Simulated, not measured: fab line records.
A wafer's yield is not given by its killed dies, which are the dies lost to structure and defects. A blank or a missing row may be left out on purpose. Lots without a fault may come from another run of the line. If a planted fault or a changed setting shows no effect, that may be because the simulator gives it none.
8D (eight disciplines) problem report, filled in by code + flow gf180mcu + the parts of the form that need people (team, actions taken, sign-off) are left out

== 1. WHAT IS WRONG ==
Wafers without a fault read 3000.0 W, standard deviation 0.54; cathodeDcPowerW at GF_M4_SPUTTER_03 reads a mean of 2583.6 W on 3 wafers belonging to 2 lots. That is -99 or more standard deviations from the usual mean.
The step: material Ti, target thk 10 nm, time 6.7 s.
Seen first at day 28 23:49 on pvdSputter-01, wafer L926.1. Wafers with a number at this step in the record: 18, from 6 lots. Rule for "out" (also "out of limits"): further than 4 standard deviations from the usual mean. The rest of the wafers with a number are treated as sound.

== 2. WHAT IT IS, WHAT IT ISN'T ==
| question                    | is                     | is not                                                                         |
|-----------------------------|------------------------|--------------------------------------------------------------------------------|
| which readings at this step | cathodeDcPowerW        | throttleValvePct                                                               |
| which lots                  | L926, L927             | L911, L914, L929, L930                                                         |
| which wafers of those lots  | L926.1, L926.5, L927.2 | L926.4, L927.3, L927.5                                                         |
| read on which tools         | pvdSputter-01          | pvdSputter-03, pvdSputter-04                                                   |
| when                        | from day 28 23:49      | up to then (7 sound wafers); but 8 sound wafers of L927, L929, L930 came after |

== 3. SUSPECTS, AND WHAT RULES EACH OUT ==
Counting: if a tool at a process step up to the reading ran every lot that is out, it stays a suspect. Sound lots after the first of them don't rule it out here, since some wafers of a struck lot are sound.
- pvdSputter-01 at GF_V3_SPUTTER_22 (material TiN, target thk 10 nm, time 40 s): kept. It ran every lot that is out, first L926 (day 28 22:53).
- cvdW-02 at GF_V3_CVD_23 (deposits W, target thk 350 nm, time 104.9 s): kept. Ran every lot that is out, first one L926 (day 28 22:55); last sound lot up to then L914 (day 24 20:52).
- cmp-02 at GF_V3_CMP_26 (polishes, stops on SiO2, t overpolish 15 s, target thk 0 nm): kept. It ran every lot that is out, first L926 (day 28 23:21).
- pvdSputter-01 at GF_M4_SPUTTER_01 (material TiN, target thk 30 nm, time 25 s): kept. Ran every lot that is out, first one L926 (day 28 23:45); last sound lot up to then L911 (day 23 22:45).
- pvdSputter-01 at GF_M4_SPUTTER_02 (material AlCu, target thk 450 nm, time 23.9 s): kept. Ran every lot that is out, first one L926 (day 28 23:47); last sound lot up to then L911 (day 23 22:47).
- pvdSputter-01 at GF_M4_SPUTTER_03 (material Ti, target thk 10 nm, time 6.7 s): kept. Ran every lot that is out, first one L926 (day 28 23:49); last sound lot up to then L911 (day 23 22:49). Its own cathodeDcPowerW readings are out on those wafers.
Left after counting: pvdSputter-01 at GF_V3_SPUTTER_22, cvdW-02 at GF_V3_CVD_23, cmp-02 at GF_V3_CMP_26, pvdSputter-01 at GF_M4_SPUTTER_01, pvdSputter-01 at GF_M4_SPUTTER_02, pvdSputter-01 at GF_M4_SPUTTER_03.

== 4. THE CAUSE (what the simulator had put in) ==
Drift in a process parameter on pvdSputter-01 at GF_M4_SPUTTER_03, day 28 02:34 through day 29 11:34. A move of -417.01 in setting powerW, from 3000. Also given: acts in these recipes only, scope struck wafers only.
After counting, 6 suspects remain, this tool included.

== 5. SEQUENCE OF EFFECTS, ordered by route ==
Each row: a reading whose mean over the struck wafers that have a number lies more than 3 standard deviations from the usual. Scope: only readings with a usual standard deviation given in the record; hours: median across lots of the time from each lot's start at the first step in this table that gives one to its start at this step; sigmas: change in usual standard deviations.
| hours | step             | reading         | usual    | on struck wafers | change | sigmas      |
|-------|------------------|-----------------|----------|------------------|--------|-------------|
| 0     | GF_M4_SPUTTER_03 | cathodeDcPowerW | 3000.0 W | 2583.6           | -416.4 | -99 or more |
Its process steps:
- GF_M4_SPUTTER_03: material Ti, target thk 10 nm, time 6.7 s.

== 6. WHAT WOULD HAVE CAUGHT IT SOONER ==
In this record the first reading out of limits was taken at day 28 23:49, 21 hours after the fault began at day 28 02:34.
